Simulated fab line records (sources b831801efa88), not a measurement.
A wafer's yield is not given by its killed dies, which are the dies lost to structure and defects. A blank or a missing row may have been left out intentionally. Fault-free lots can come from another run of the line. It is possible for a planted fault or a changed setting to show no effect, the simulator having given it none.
Which tool was responsible? -- flow gf180mcu -- Sampling: 15 lots, 45 wafers, 5 of 602 route steps

## WHAT THE GAUGES READ, wafer by wafer
GF_NSD_TW_MEAS_12. Usual: NSD_TW 4245, standard deviation 29.
lot,measured,on,NSD_TW,flag
L128,day 13 16:20,film metro-01,4311 4301 4289,
L129,day 14 00:19,film metro-03,4292 4264 4268,
L130,day 14 09:07,film metro-03,4234 4262 4273,
L131,day 14 19:01,film metro-04,4215 4227 4199,
L132,day 15 04:23,film metro-03,4252 4263 4262,
L133,day 15 17:14,film metro-04,4245 4239 4241,
L134,day 15 19:05,film metro-04,4250 4256 4246,
L135,day 16 09:04,film metro-04,4217 4227 4226,
L136,day 16 23:34,film metro-04,4202 4180 4224,
L138,day 17 08:25,film metro-04,4210 4209 4186,
L145,day 19 16:25,film metro-01,4249 4251 4255,
L146,day 20 04:55,film metro-01,4251 4255 4272,
L147,day 20 11:22,film metro-03,4252 4249 4235,
L149,day 21 04:20,film metro-01,4304 4299 4303,
L150,day 21 14:10,film metro-03,4248 4258 4252,

GF_M1_CD_MEAS_14: the cd target is 230 nm. Usual: cd nm reads 230.0 nm (standard deviation 1.3).
lot,measured,on,cd nm (nm),flag
L128,day 17 09:48,cd sem-02,229.8 230.3 230.1,
L129,day 17 19:09,cd sem-01,228.8 227.8 228.5,
L130,day 18 05:38,cd sem-01,230.6 231.5 231.4,
L131,day 18 15:53,cd sem-01,229.0 229.1 229.8,
L132,day 19 03:47,cd sem-01,229.6 229.8 229.7,
L133,day 19 18:12,cd sem-01,230.1 230.0 231.0,
L134,day 19 19:30,cd sem-01,228.7 228.8 227.0,
L135,day 20 11:14,cd sem-01,231.5 231.9 231.0,
L136,day 21 03:06,cd sem-01,228.4 228.7 227.9,
L138,day 21 12:16,cd sem-02,229.7 230.0 229.4,
L145,day 23 18:57,cd sem-02,228.9 227.3 228.9,
L146,day 24 06:31,cd sem-01,230.4 228.9 230.9,
L147,day 24 13:20,cd sem-02,230.8 230.8 230.9,
L149,day 25 02:32,cd sem-02,228.6 229.4 228.4,
L150,day 25 13:07,cd sem-01,229.9 230.5 229.7,

## WHICH TOOL RAN EACH LOT (tool, then ch and the chambers of the sampled wafers, then the start)
lot,GF_MVPSD_COAT_02,GF_MVPSD_STRIP_10,GF_HV_LDD_STRIP_49
L128,"litho track-01 ch 0, day 4 23:19","plasma asher-02 ch 0,1, day 5 06:50","plasma asher-01 ch 0,1, day 12 16:29"
L129,"litho track-04 ch 0, day 5 03:14","plasma asher-02 ch 0, day 5 11:16","plasma asher-01 ch 0, day 12 23:01"
L130,"litho track-04 ch 0, day 5 10:22","plasma asher-02 ch 0,1, day 5 18:09","plasma asher-03 ch 0,1, day 13 08:50"
L131,"litho track-02 ch 0, day 5 17:08","plasma asher-01 ch 0,1, day 6 00:38","plasma asher-01 ch 0,1, day 13 18:29"
L132,"litho track-02 ch 0, day 6 00:14","plasma asher-01 ch 0,1, day 6 08:00","plasma asher-02 ch 0,1, day 14 03:17"
L133,"litho track-02 ch 0, day 6 06:19","plasma asher-01 ch 0,1, day 6 14:13","plasma asher-02 ch 0,1, day 14 16:49"
L134,"litho track-01 ch 0, day 6 09:34","plasma asher-02 ch 0,1, day 6 17:40","plasma asher-02 ch 0,1, day 14 18:11"
L135,"litho track-02 ch 0, day 6 19:43","plasma asher-02 ch 0,1, day 7 04:02","plasma asher-02 ch 1, day 15 07:56"
L136,"litho track-02 ch 0, day 7 05:58","plasma asher-03 ch 0,1, day 7 15:14","plasma asher-01 ch 0,1, day 15 22:02"
L138,"litho track-02 ch 0, day 7 10:44","plasma asher-02 ch 0,1, day 7 19:23","plasma asher-01 ch 0,1, day 16 06:05"
L145,"litho track-01 ch 0, day 9 05:49","plasma asher-01 ch 1, day 9 14:43","plasma asher-03 ch 0, day 18 12:49"
L146,"litho track-01 ch 0, day 9 10:07","plasma asher-03 ch 0,1, day 9 19:31","plasma asher-02 ch 0,1, day 19 01:22"
L147,"litho track-02 ch 0, day 9 16:47","plasma asher-01 ch 1, day 10 02:11","plasma asher-03 ch 0,1, day 19 07:28"
L149,"litho track-02 ch 0, day 10 04:37","plasma asher-03 ch 0,1, day 10 14:46","plasma asher-03 ch 0,1, day 20 00:37"
L150,"litho track-02 ch 0, day 10 11:41","plasma asher-01 ch 0,1, day 10 21:25","plasma asher-03 ch 0,1, day 20 10:28"
- GF_MVPSD_COAT_02: resist thk 3000 nm.
- GF_MVPSD_STRIP_10: strips in O2/N2.
- GF_HV_LDD_STRIP_49: strips in O2/N2.

## AS READ BY THE TOOLS THEMSELVES (means over the sampled wafers that have a number; for cases with no such wafer, the mark the record gives instead)
GF_MVPSD_COAT_02. Usual: spin speed rpm reads 1999.8 rpm (standard deviation 1.3).
lot,tool,spin speed rpm (rpm),flag
L128,litho track-01,1999.9,
L129,litho track-04,1999.0,
L130,litho track-04,1999.1,
L131,litho track-02,1999.3,
L132,litho track-02,1998.5,
L133,litho track-02,1999.2,
L134,litho track-01,1999.1,
L135,litho track-02,2000.3,
L136,litho track-02,2000.2,
L138,litho track-02,2000.8,
L145,litho track-01,2000.0,
L146,litho track-01,2000.4,
L147,litho track-02,2000.8,
L149,litho track-02,1999.4,
L150,litho track-02,1999.3,

GF_MVPSD_STRIP_10. Usual: drypump motor current A 5.9 A, standard deviation 0.36; heater power w 320 W, standard deviation 37; oes product au 0.723 a.u., standard deviation 0.0045; platen temp c 250.00 C, standard deviation 0.19; strip time to endpoint s 36.89 s, standard deviation 0.12.
lot,tool,drypump motor current A (A),heater power w (W),oes product au (a.u.),platen temp c (C),strip time to endpoint s (s),flag
L128,plasma asher-02,5.9,314,0.719,250.07,37.01,
L129,plasma asher-02,5.9,302,0.725,249.62,37.10,
L130,plasma asher-02,5.9,329,0.728,250.18,36.97,
L131,plasma asher-01,5.6,319,0.724,250.11,36.94,
L132,plasma asher-01,5.9,316,0.723,249.80,36.75,
L133,plasma asher-01,5.6,312,0.724,250.07,36.84,
L134,plasma asher-02,5.9,324,0.725,249.89,37.10,
L135,plasma asher-02,5.9,316,0.719,249.94,14.90,OFF
L136,plasma asher-03,6.5,352,0.716,250.11,14.82,OFF
L138,plasma asher-02,5.9,329,0.716,249.96,14.92,OFF
L145,plasma asher-01,6.1,313,0.716,250.14,36.99,
L146,plasma asher-03,6.3,299,0.724,249.92,36.71,
L147,plasma asher-01,6.1,307,0.717,250.02,36.86,
L149,plasma asher-03,6.5,346,0.721,249.97,36.82,
L150,plasma asher-01,5.9,315,0.724,249.90,36.95,

GF_HV_LDD_STRIP_49. Usual: drypump motor current A 6.0 A, standard deviation 0.35; heater power w 320 W, standard deviation 40; oes product au 0.716 a.u., standard deviation 0.0045; platen temp c 250.03 C, standard deviation 0.18; strip time to endpoint s 12.62 s, standard deviation 0.037.
lot,tool,drypump motor current A (A),heater power w (W),oes product au (a.u.),platen temp c (C),strip time to endpoint s (s),flag
L128,plasma asher-01,5.6,320,0.712,249.91,12.62,
L129,plasma asher-01,5.4,322,0.719,250.16,12.58,
L130,plasma asher-03,6.3,302,0.712,250.06,12.66,
L131,plasma asher-01,5.6,318,0.716,249.81,12.61,
L132,plasma asher-02,5.9,317,0.715,250.06,12.67,
L133,plasma asher-02,5.9,312,0.716,250.22,12.60,
L134,plasma asher-02,5.9,314,0.718,250.19,12.67,
L135,plasma asher-02,6.0,336,0.716,249.88,12.62,
L136,plasma asher-01,5.9,319,0.713,250.10,12.62,
L138,plasma asher-01,5.9,310,0.717,250.01,12.57,
L145,plasma asher-03,6.1,251,0.719,249.94,12.64,
L146,plasma asher-02,5.9,325,0.711,249.90,12.67,
L147,plasma asher-03,6.5,350,0.716,250.07,12.65,
L149,plasma asher-03,6.3,300,0.715,250.05,12.59,
L150,plasma asher-03,6.5,348,0.715,249.89,12.63,

## THE ANSWER, worked out from the rows above alone
Rule: a lot counts as off when the mean over its wafers that have a number is more than 3 standard deviations away from the usual mean. A lot without any number at a reading at which 4 lots or more have one is off too. All remaining lots with rows at the step are treated as sound. After the gauges, taken in route order, come the tools' own readings; for these a lot's mean is taken, as printed above. At the first step where some lot is off, the reading lying furthest off is the one used; lots without a number count as furthest.
Off at GF_MVPSD_STRIP_10 (strip time to endpoint s): L135, L136, L138.
A tool fits if, at that step or a process step before it, it ran every lot that is off, and no sound lot after the first of them. No candidate that was tried fits.

## WHAT THE SIMULATOR PUT IN
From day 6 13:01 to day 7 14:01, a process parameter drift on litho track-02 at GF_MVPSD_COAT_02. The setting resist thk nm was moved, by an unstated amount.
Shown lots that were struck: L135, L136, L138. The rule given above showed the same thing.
